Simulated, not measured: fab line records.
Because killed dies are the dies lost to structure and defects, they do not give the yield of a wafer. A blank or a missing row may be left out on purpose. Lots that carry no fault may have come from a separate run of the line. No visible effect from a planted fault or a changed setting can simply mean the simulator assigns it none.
Which tool was responsible? | flow sky130 | 12 lots, 36 wafers sampled, at 4 steps of a route of 708

## WHAT THE GAUGES SHOWED, per wafer
SKY_VIA3_THK_MEAS_01.
lot  | measured     | on            | VIA3_HDPCVD_THK (nm)
L075 | day 40 06:07 | film metro-04 | 1711 1730 1689
L077 | day 41 15:43 | film metro-04 | 1707 1709 1731
L079 | day 42 03:50 | film metro-04 | 1702 1663 1716
L081 | day 42 16:20 | film metro-04 | 1680 1702 1682
L083 | day 43 07:08 | film metro-02 | 1703 1705 1691
L085 | day 43 22:37 | film metro-04 | 1717 1716 1725
L087 | day 44 09:36 | film metro-02 | 1727 1737 1717
L089 | day 44 19:01 | film metro-02 | 1723 1732 1730
L091 | day 45 16:08 | film metro-04 | 1718 1692 1722
L092 | day 46 01:41 | film metro-04 | 1727 1707 1745
L095 | day 46 13:22 | film metro-04 | 1726 1749 1722
L097 | day 46 20:14 | film metro-04 | 1719 1707 1695

## EACH LOT AND THE TOOL THAT RAN IT (in order: tool; ch and the chambers of the sampled wafers; start)
lot  | SKY_METAL1_DESCUM_17              | SKY_VIA2_SPUTTER_20          | SKY_METAL3_ETCH_17
L075 | rie metal-01 ch 0,1, day 33 23:09 | pvd sputter-01, day 37 18:04 | rie diel-02 ch 1,2,3, day 40 05:08
L077 | rie metal-02 ch 1, day 35 08:10   | pvd sputter-01, day 39 05:30 | rie diel-04 ch 0,1,2, day 41 14:44
L079 | rie metal-02 ch 1, day 35 20:36   | pvd sputter-02, day 39 18:35 | rie diel-01 ch 1,2,3, day 42 02:50
L081 | rie metal-03 ch 0,1, day 36 11:15 | pvd sputter-04, day 40 08:42 | rie diel-04 ch 0,1, day 42 15:23
L083 | rie metal-03 ch 0,1, day 37 06:04 | pvd sputter-01, day 41 02:18 | rie diel-02 ch 1,2,3, day 43 06:11
L085 | rie metal-03 ch 0,1, day 38 01:48 | pvd sputter-02, day 41 19:30 | rie diel-04 ch 1,2,3, day 43 21:35
L087 | rie metal-02 ch 0, day 38 15:32   | pvd sputter-01, day 42 07:17 | rie diel-01 ch 0,1,2, day 44 08:35
L089 | rie metal-01 ch 0,1, day 39 01:40 | pvd sputter-02, day 42 16:06 | rie diel-02 ch 0,3, day 44 17:59
L091 | rie metal-03 ch 0,1, day 40 05:04 | pvd sputter-02, day 43 15:20 | rie diel-01 ch 1,3, day 45 15:07
L092 | rie metal-02 ch 0,1, day 40 15:48 | pvd sputter-02, day 44 00:18 | rie diel-04 ch 0,1, day 46 00:41
L095 | rie metal-01 ch 0,1, day 41 06:10 | pvd sputter-02, day 44 12:41 | rie diel-01 ch 1,3, day 46 12:20
L097 | rie metal-01 ch 0, day 41 17:15   | pvd sputter-01, day 44 21:18 | rie diel-04 ch 1,2,3, day 46 19:17
- SKY_METAL1_DESCUM_17: chemistry O2, time 8 s.
- SKY_VIA2_SPUTTER_20: material TiN, target thk 20 nm, time 80 s.
- SKY_METAL3_ETCH_17: etches SiO2 in C4F8/O2/Ar, stops on TiN, time 3.9 s, target depth 15 nm.

## THE ANSWER, worked out from the rows above alone
Rule: the lots themselves supply what counts as usual. Put in order of their means at a reading, lots are off if they are a third of the lots or fewer, leave a main group of 4 or more, and stand apart from it by a gap of 3 or more times the standard deviation of the main group's means; of several such gaps the widest counts. If all means in a main group match to the digits the tables above print for the reading, that group is not used. Also off: a lot with no number at a reading for which 4 or more lots have one. The other lots that the step has rows for count as sound.
No lot is off on any of the readings shown, so nothing can be concluded from this.

## WHAT THE SIMULATOR PUT IN
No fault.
